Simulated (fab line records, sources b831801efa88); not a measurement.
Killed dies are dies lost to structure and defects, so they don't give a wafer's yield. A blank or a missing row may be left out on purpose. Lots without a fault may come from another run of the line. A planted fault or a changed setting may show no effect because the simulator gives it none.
A struck lot beside a sound one | flow sky130 | 16 steps out of a route of 708
Sound: wafers L204.1, L204.4, L204.6. Struck: wafers L215.3, L215.5, L215.6. The cause comes at the end.
At each step with rows: each side's tool, then ch and its chambers, then its first start. Under that, the readings that differ: sound wafers | struck wafers | difference of the means | sigmas: that difference in standard deviations of wafers without a fault.
alike: readings whose means differ by less than 2 such deviations, and words and numbers that are the same on both sides. not compared: withheld readings, readings that some wafer has no value for, bounds like >300 that may hide the same value, and numbers for which the record gives no deviation and whose values overlap.
The two part at a step that has a row with sigmas, a row that says differs or no value, or rows on one side only. Numbers that don't overlap but have no deviation are shown without sigmas and don't part them. A reading that every wafer of one side lacks parts them only if that side has two wafers or more.

first, 4 steps without rows for these wafers: SKY_LDD_N_IMPLANT_12; SKY_LDD_N_IMPLANT_13; SKY_LDD_N_IMPLANT_14; SKY_LDD_N_IMPLANT_15.
SKY_LDD_N_STRIP_16: strips in O2/N2.
  sound on plasma_asher-02 ch 1, day 20 12:00; struck on plasma_asher-02 ch 0,1, day 23 15:37
  alike: drypump_motor_current_A, oes_product_au, strip_time_to_endpoint_s
  not compared: rf_hours_counter_h
SKY_LDD_N_TW_MEAS_17:
  sound on film_metro-04, day 20 12:06; struck on film_metro-01, day 23 15:42
  reading  | sound          | struck         | difference | sigmas
  LDD_N_TW | 2588 2581 2584 | 2658 2660 2658 | +74        | +2
then, 6 steps without rows for these wafers: SKY_LDD_P_DEHYDRATE_00 (time 60 s); SKY_LDD_P_HMDS_01 (prime time 60 s); SKY_LDD_P_COAT_02 (resist thk 1140 nm); SKY_LDD_P_SOFTBAKE_03 (time 60 s); SKY_LDD_P_EXPOSE_04 (exposes mask PSDM, target cd 380 nm); SKY_LDD_P_PEB_05.
SKY_LDD_P_DEVELOP_06: develop time 60 s.
  sound on litho_track-01 ch 0, day 21 18:20; struck on litho_track-02 ch 0, day 24 21:04
SKY_LDD_P_CD_MEAS_07: target cd 380 nm.
  sound on cd_sem-01, day 21 18:29; struck on cd_sem-01, day 24 21:12
  reading    | sound             | struck            | difference | sigmas
  cd_nm (nm) | 381.2 378.6 380.3 | 415.2 414.6 415.1 | +34.9      | +13
SKY_LDD_P_OVL_MEAS_08:
  sound on overlay-01, day 21 18:37; struck on overlay-02, day 24 21:18
  alike: LDD_P_OVL
-- the record jumps here: 25 days lie between the struck wafers' starts before and after (it left off in module LDD_P and takes up again in module PAD_OPEN, whose first step shown is number 708 of the route) --
SKY_PAD_OPEN_PROBE_99:
  the record has rows for the struck wafers here (prober-02, day 49 17:49) and none for the sound ones

WHERE THEY PART
First at SKY_LDD_N_TW_MEAS_17; last, within this record, at SKY_PAD_OPEN_PROBE_99.

WHY: what the simulator had put in
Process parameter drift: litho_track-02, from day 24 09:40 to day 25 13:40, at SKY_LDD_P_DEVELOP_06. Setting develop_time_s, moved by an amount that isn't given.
